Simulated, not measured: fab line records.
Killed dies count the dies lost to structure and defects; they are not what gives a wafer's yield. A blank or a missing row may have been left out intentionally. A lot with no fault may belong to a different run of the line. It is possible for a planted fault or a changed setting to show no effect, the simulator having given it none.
Problem report in the 8D (eight disciplines) form, filled by code ; flow sky130 ; the parts of the form that need people (team, actions taken, sign-off) are left out

== 1. WHAT IS WRONG ==
SKY_PAD_OPEN_PROBE_99, sort_bin_3_pad_short: mean 3.5 % over 1 wafer from 1 lot; wafers with no fault: 0.9 %, standard deviation 0.39. That is +6.7 standard deviations from the usual mean.
Seen first at day 48 08:39 on prober-01, wafer L360.1. At this step, 14 wafers from 5 lots have a number in the record. Rule for "out" (also "out of limits"): further than 4 standard deviations from the usual mean. All remaining wafers that have a number are taken as sound.

== 2. WHAT IT IS, WHAT IT ISN'T ==
question;is;is not
which readings at this step;sort_bin_3_pad_short, defect limited yield, killed_at_M0_to_M3, killed dies, sort n pass, sort yield pct;killed_at_M4_up, killed at contacts, killed at front end, killed at other, killed open, killed short, sort_bin_6_memory
which lots;L360;L364, L365, L366, L370
which wafers of those lots;L360.1;L360.2, L360.5
read on which tools;prober-01;prober-02
when;from day 48 08:39;"up to then (0 sound wafers); but 13 sound wafers of L360, L364, L365, L366, L370 came after"

== 3. THE SUSPECTS, EACH WITH WHAT RULES IT OUT ==
Counting: if a tool at a process step up to the reading ran every lot that is out, it stays a suspect. Sound lots after the first of them don't rule it out here, since some wafers of a struck lot are sound.
- pvd sputter-01 at SKY_VIA2_SPUTTER_20 (material TiN, target thk 20 nm, time 80 s): kept. It ran the lot that is out, L360 (day 39 11:06).
- pvd sputter-04 at SKY_METAL4_SPUTTER_03 (material Ti, target thk 5 nm, time 3.3 s): kept. It ran the lot that is out, L360 (day 42 15:58).
- pecvd-03 at SKY_CAP2M_CVD_00 (deposits SiO2, target thk 15.5 nm): kept. It ran the lot that is out, L360 (day 42 16:02).
- pvd sputter-02 at SKY_METAL5_SPUTTER_02 (material AlCu, target thk 1150 nm, time 61.2 s): kept. It ran the lot that is out, L360 (day 45 15:58).
- prober-01 at SKY_PAD_OPEN_PROBE_99: kept. It ran the lot that is out, L360 (day 48 08:39). Its own defect limited yield, killed_at_M0_to_M3, killed dies, sort_bin_3_pad_short, sort n pass, sort yield pct readings are out on those wafers.
- Within pecvd-03 at SKY_CAP2M_CVD_00, the wafers that are out were processed in chamber 0 and their sound lot-mates in chamber 2.
Left after counting: pvd sputter-01 at SKY_VIA2_SPUTTER_20, pvd sputter-04 at SKY_METAL4_SPUTTER_03, pecvd-03 at SKY_CAP2M_CVD_00, pvd sputter-02 at SKY_METAL5_SPUTTER_02, prober-01 at SKY_PAD_OPEN_PROBE_99.

== 4. THE CAUSE (what the simulator had put in) ==
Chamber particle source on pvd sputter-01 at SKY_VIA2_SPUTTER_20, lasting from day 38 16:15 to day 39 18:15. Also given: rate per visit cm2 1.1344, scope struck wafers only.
After counting, 5 suspects remain, this tool included.

== 5. THE CHAIN OF EFFECTS, in route order ==
Rows list readings where the struck wafers' mean (over those with a number) sits beyond 3 standard deviations from the usual. Readings are gone through only where the record gives a usual standard deviation; hours: the median, over the lots, of the time from a lot's start at the first step in this table giving one to that lot's start at this step; sigmas: the change measured in usual standard deviations.
hours;step;reading;usual;on struck wafers;change;sigmas
0;SKY_PAD_OPEN_PROBE_99;defect limited yield;82.4 %;74.6;-7.8;-4.3
0;SKY_PAD_OPEN_PROBE_99;killed_at_M0_to_M3;44;79;+35;+5.6
0;SKY_PAD_OPEN_PROBE_99;killed dies;87;125;+38;+4.3
0;SKY_PAD_OPEN_PROBE_99;sort_bin_3_pad_short;0.9 %;3.5;+2.6;+6.7
0;SKY_PAD_OPEN_PROBE_99;sort n pass;405;367;-38;-4.3
0;SKY_PAD_OPEN_PROBE_99;sort yield pct;82.4 %;74.6;-7.8;-4.3
Its process steps:
- SKY_PAD_OPEN_PROBE_99

== 6. WHAT WOULD HAVE CAUGHT IT SOONER ==
In this record no reading fell out of limits until day 48 08:39, 232 hours after the fault had begun at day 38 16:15.
Tool readings at SKY_VIA2_SPUTTER_20 with a usual standard deviation given in the record: none out on any struck wafer, hence no alarm at a limit of 4 standard deviations on them.
The start of SKY_VIA2_SPUTTER_20 on pvd sputter-01 came by day 48 08:39 for every one of the lots that are out (1). Holding the tool at that point would not have protected any of them.
